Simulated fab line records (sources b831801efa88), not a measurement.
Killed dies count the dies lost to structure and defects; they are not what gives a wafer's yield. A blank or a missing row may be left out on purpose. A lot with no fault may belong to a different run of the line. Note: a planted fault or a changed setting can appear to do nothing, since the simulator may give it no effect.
What tool caused it? -- flow sky130 -- Sampling: 12 lots, 36 wafers, 3 of 708 route steps

WHAT THE GAUGES SHOWED, per wafer
SKY_VIA3_RS_MEAS_22: a four-point-probe measurement.
lot,measured,on,VIA3_W_RS (ohm/sq)
L315,day 39 15:46,film-metro-02,0.295 0.295 0.297
L316,day 39 23:52,film-metro-04,0.298 0.303 0.296
L318,day 40 14:42,film-metro-02,0.297 0.293 0.292
L319,day 41 06:38,film-metro-01,0.296 0.295 0.296
L322,day 42 05:59,film-metro-02,0.293 0.288 0.295
L321,day 42 09:34,film-metro-04,0.296 0.289 0.296
L323,day 42 11:58,film-metro-02,0.287 0.294 0.286
L324,day 42 18:46,film-metro-01,0.296 0.297 0.289
L330,day 44 05:46,film-metro-01,0.297 0.291 0.296
L331,day 44 14:44,film-metro-02,0.294 0.297 0.298
L332,day 45 01:01,film-metro-04,0.293 0.291 0.290
L336,day 45 18:30,film-metro-04,0.298 0.299 0.296

WHICH TOOL RAN EACH LOT (tool, then ch and the chambers of the sampled wafers, then the start)
lot,SKY_CAPM_SPUTTER_02,SKY_VIA3_CVD_21
L315,"pvd-sputter-03, day 36 09:38","cvd-w-01 ch 0,1, day 39 15:39"
L316,"pvd-sputter-01, day 36 16:25","cvd-w-01 ch 0,1, day 39 23:44"
L318,"pvd-sputter-03, day 37 08:35","cvd-w-01 ch 0,1, day 40 14:35"
L319,"pvd-sputter-04, day 38 01:37","cvd-w-01 ch 0,1, day 41 06:31"
L322,"pvd-sputter-01, day 39 02:23","cvd-w-02 ch 0,1, day 42 05:51"
L321,"pvd-sputter-04, day 39 06:00","cvd-w-02 ch 0,1, day 42 09:26"
L323,"pvd-sputter-03, day 39 08:25","cvd-w-02 ch 0,1, day 42 11:49"
L324,"pvd-sputter-03, day 39 14:53","cvd-w-02 ch 0,1, day 42 18:39"
L330,"pvd-sputter-04, day 41 06:31","cvd-w-02 ch 0,1, day 44 05:38"
L331,"pvd-sputter-03, day 41 15:33","cvd-w-01 ch 0,1, day 44 14:37"
L332,"pvd-sputter-03, day 42 01:41","cvd-w-01 ch 0,1, day 45 00:52"
L336,"pvd-sputter-03, day 42 20:48","cvd-w-01 ch 0,1, day 45 18:21"
- SKY_CAPM_SPUTTER_02: material TiN, target thk 200 nm, time 166.7 s.
- SKY_VIA3_CVD_21: deposits W, target thk 390 nm, time 117.31 s.

WHAT THE TOOLS THEMSELVES READ (means of the sampled wafers that have a number; where no wafer has one, the mark that the record gives instead)
SKY_CAPM_SPUTTER_02.
lot,tool,susceptor-temp-C (C),throttle-valve-pct (%)
L315,pvd-sputter-03,299.78,29.8
L316,pvd-sputter-01,299.98,30.6
L318,pvd-sputter-03,300.11,30.5
L319,pvd-sputter-04,300.34,29.5
L322,pvd-sputter-01,300.25,30.5
L321,pvd-sputter-04,299.96,29.8
L323,pvd-sputter-03,299.98,28.7
L324,pvd-sputter-03,300.14,30.5
L330,pvd-sputter-04,300.20,29.7
L331,pvd-sputter-03,300.13,29.8
L332,pvd-sputter-03,299.84,29.4
L336,pvd-sputter-03,300.00,29.8

SKY_VIA3_CVD_21.
lot,tool,chamber-pressure-Torr (Torr),heater-power-w (W),susceptor-temp-C (C)
L315,cvd-w-01,39.98,860,399.80
L316,cvd-w-01,39.92,861,399.84
L318,cvd-w-01,39.99,877,399.78
L319,cvd-w-01,39.97,868,399.93
L322,cvd-w-02,39.91,924,399.76
L321,cvd-w-02,39.99,924,400.04
L323,cvd-w-02,39.97,916,399.96
L324,cvd-w-02,39.95,926,400.17
L330,cvd-w-02,39.99,929,399.96
L331,cvd-w-01,39.95,856,399.93
L332,cvd-w-01,39.95,879,399.97
L336,cvd-w-01,39.94,882,399.83

THE ANSWER, worked out from the rows above alone
Rule: the lots themselves supply what counts as usual. Put in order of their means at a reading, lots are off if they are a third of the lots or fewer, leave a main group of 4 or more, and stand apart from it by a gap of 3 or more times the standard deviation of the main group's means; of several such gaps the widest counts. A main group is skipped when, at the precision printed for the reading in the tables above, its means are all equal. Also off: a lot with no number at a reading for which 4 or more lots have one. Where the step has rows for the other lots, those lots are counted as sound. The gauges are gone through in route order, then the tools' own readings, and for those a lot's mean is taken as printed above. At the first step where some lot is off, the reading lying furthest off is the one used; lots without a number count as furthest.
Nothing can be told from this: no lot is off at any reading shown.

WHAT THE SIMULATOR HAD PUT IN
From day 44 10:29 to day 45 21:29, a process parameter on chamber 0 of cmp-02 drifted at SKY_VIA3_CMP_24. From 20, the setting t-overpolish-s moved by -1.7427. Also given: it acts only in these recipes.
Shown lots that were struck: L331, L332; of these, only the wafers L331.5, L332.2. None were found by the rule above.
